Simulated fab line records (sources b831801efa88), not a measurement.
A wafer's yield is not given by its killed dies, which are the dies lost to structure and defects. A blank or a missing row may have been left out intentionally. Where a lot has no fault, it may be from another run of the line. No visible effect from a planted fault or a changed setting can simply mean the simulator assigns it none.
Which of the tools did it? / flow gf180mcu / 14 lots, 42 wafers sampled, at 3 steps of a route of 602

WHAT THE GAUGES SHOWED, per wafer
GF_MIM_THK_MEAS_11: measures by xrf.
lot=L453; measured=day 24 13:50; on=film-metro-02; MIM_ALCU_THK (nm)=197 198 197
lot=L455; measured=day 25 07:11; on=film-metro-04; MIM_ALCU_THK (nm)=204 205 208
lot=L456; measured=day 25 17:17; on=film-metro-04; MIM_ALCU_THK (nm)=205 207 207
lot=L458; measured=day 26 07:59; on=film-metro-03; MIM_ALCU_THK (nm)=199 195 195
lot=L459; measured=day 26 15:14; on=film-metro-03; MIM_ALCU_THK (nm)=196 196 197
lot=L460; measured=day 27 07:40; on=film-metro-03; MIM_ALCU_THK (nm)=202 200 202
lot=L461; measured=day 27 11:16; on=film-metro-02; MIM_ALCU_THK (nm)=198 197 200
lot=L462; measured=day 27 19:35; on=film-metro-04; MIM_ALCU_THK (nm)=211 202 206
lot=L463; measured=day 27 23:18; on=film-metro-03; MIM_ALCU_THK (nm)=197 197 195
lot=L464; measured=day 28 09:22; on=film-metro-03; MIM_ALCU_THK (nm)=200 202 199
lot=L465; measured=day 28 12:10; on=film-metro-04; MIM_ALCU_THK (nm)=201 198 199
lot=L466; measured=day 28 19:29; on=film-metro-03; MIM_ALCU_THK (nm)=202 201 199
lot=L470; measured=day 29 21:43; on=film-metro-03; MIM_ALCU_THK (nm)=201 198 200
lot=L474; measured=day 31 09:02; on=film-metro-04; MIM_ALCU_THK (nm)=203 206 202

GF_M5_CD_MEAS_07: target cd 280 nm.
lot=L453; measured=day 26 09:26; on=cd-sem-02; cd-nm (nm)=279.7 279.6 279.2
lot=L455; measured=day 27 01:55; on=cd-sem-02; cd-nm (nm)=278.5 278.8 278.0
lot=L456; measured=day 27 10:12; on=cd-sem-02; cd-nm (nm)=278.5 279.4 278.6
lot=L458; measured=day 28 01:14; on=cd-sem-02; cd-nm (nm)=279.2 280.0 279.0
lot=L459; measured=day 28 07:43; on=cd-sem-01; cd-nm (nm)=280.6 280.1 279.2
lot=L460; measured=day 28 23:28; on=cd-sem-01; cd-nm (nm)=279.1 279.4 278.8
lot=L461; measured=day 29 02:24; on=cd-sem-01; cd-nm (nm)=283.2 281.9 282.2
lot=L462; measured=day 29 10:37; on=cd-sem-01; cd-nm (nm)=280.7 281.2 282.7
lot=L463; measured=day 29 12:51; on=cd-sem-01; cd-nm (nm)=281.3 281.4 280.7
lot=L464; measured=day 30 00:18; on=cd-sem-02; cd-nm (nm)=279.7 280.5 279.8
lot=L465; measured=day 30 02:39; on=cd-sem-01; cd-nm (nm)=278.7 278.6 279.6
lot=L466; measured=day 30 09:35; on=cd-sem-02; cd-nm (nm)=279.3 280.5 280.3
lot=L470; measured=day 31 10:02; on=cd-sem-01; cd-nm (nm)=279.0 278.2 279.4
lot=L474; measured=day 32 18:58; on=cd-sem-02; cd-nm (nm)=278.3 278.6 278.8

GF_V5_BOW_MEAS_05.
lot=L453; measured=day 26 11:05; on=film-metro-04; V5_BOW (um)=120 132 138
lot=L455; measured=day 27 03:38; on=film-metro-02; V5_BOW (um)=140 136 130
lot=L456; measured=day 27 12:58; on=film-metro-02; V5_BOW (um)=118 143 125
lot=L458; measured=day 28 02:44; on=film-metro-02; V5_BOW (um)=132 145 137
lot=L459; measured=day 28 09:10; on=film-metro-01; V5_BOW (um)=132 131 142
lot=L460; measured=day 29 00:53; on=film-metro-04; V5_BOW (um)=131 126 129
lot=L461; measured=day 29 03:50; on=film-metro-02; V5_BOW (um)=136 132 132
lot=L462; measured=day 29 12:10; on=film-metro-04; V5_BOW (um)=126 128 136
lot=L463; measured=day 29 14:15; on=film-metro-02; V5_BOW (um)=129 117 123
lot=L464; measured=day 30 01:41; on=film-metro-04; V5_BOW (um)=140 135 124
lot=L465; measured=day 30 04:03; on=film-metro-02; V5_BOW (um)=128 135 135
lot=L466; measured=day 30 10:58; on=film-metro-04; V5_BOW (um)=124 126 126
lot=L470; measured=day 31 11:27; on=film-metro-01; V5_BOW (um)=133 143 128
lot=L474; measured=day 32 20:22; on=film-metro-04; V5_BOW (um)=122 127 129

WHICH TOOL RAN EACH LOT (tool, then ch and the chambers of the sampled wafers, then the start)
No process step before these readings appears in the record.

AS READ BY THE TOOLS THEMSELVES (means over the sampled wafers that have a number; for cases with no such wafer, the mark the record gives instead)
The record holds no such reading with a usual standard deviation.

THE ANSWER, worked out from the rows above alone
Rule: the usual values come from the lots themselves. Put in order of their means at a reading, lots are off if they are a third of the lots or fewer, leave a main group of 4 or more, and stand apart from it by a gap of 3 or more times the standard deviation of the main group's means; of several such gaps the widest counts. Not used: any main group whose means are identical at the precision the tables above print for the reading. A lot without any number at a reading at which 4 lots or more have one is off too. The other lots that the step has rows for count as sound. After the gauges, taken in route order, come the tools' own readings; for these a lot's mean is taken, as printed above. At the first step where some lot is off, the reading lying furthest off is the one used; lots without a number count as furthest.
No lot is off at any reading shown: from this, nothing can be told.

WHAT WAS PUT IN BY THE SIMULATOR
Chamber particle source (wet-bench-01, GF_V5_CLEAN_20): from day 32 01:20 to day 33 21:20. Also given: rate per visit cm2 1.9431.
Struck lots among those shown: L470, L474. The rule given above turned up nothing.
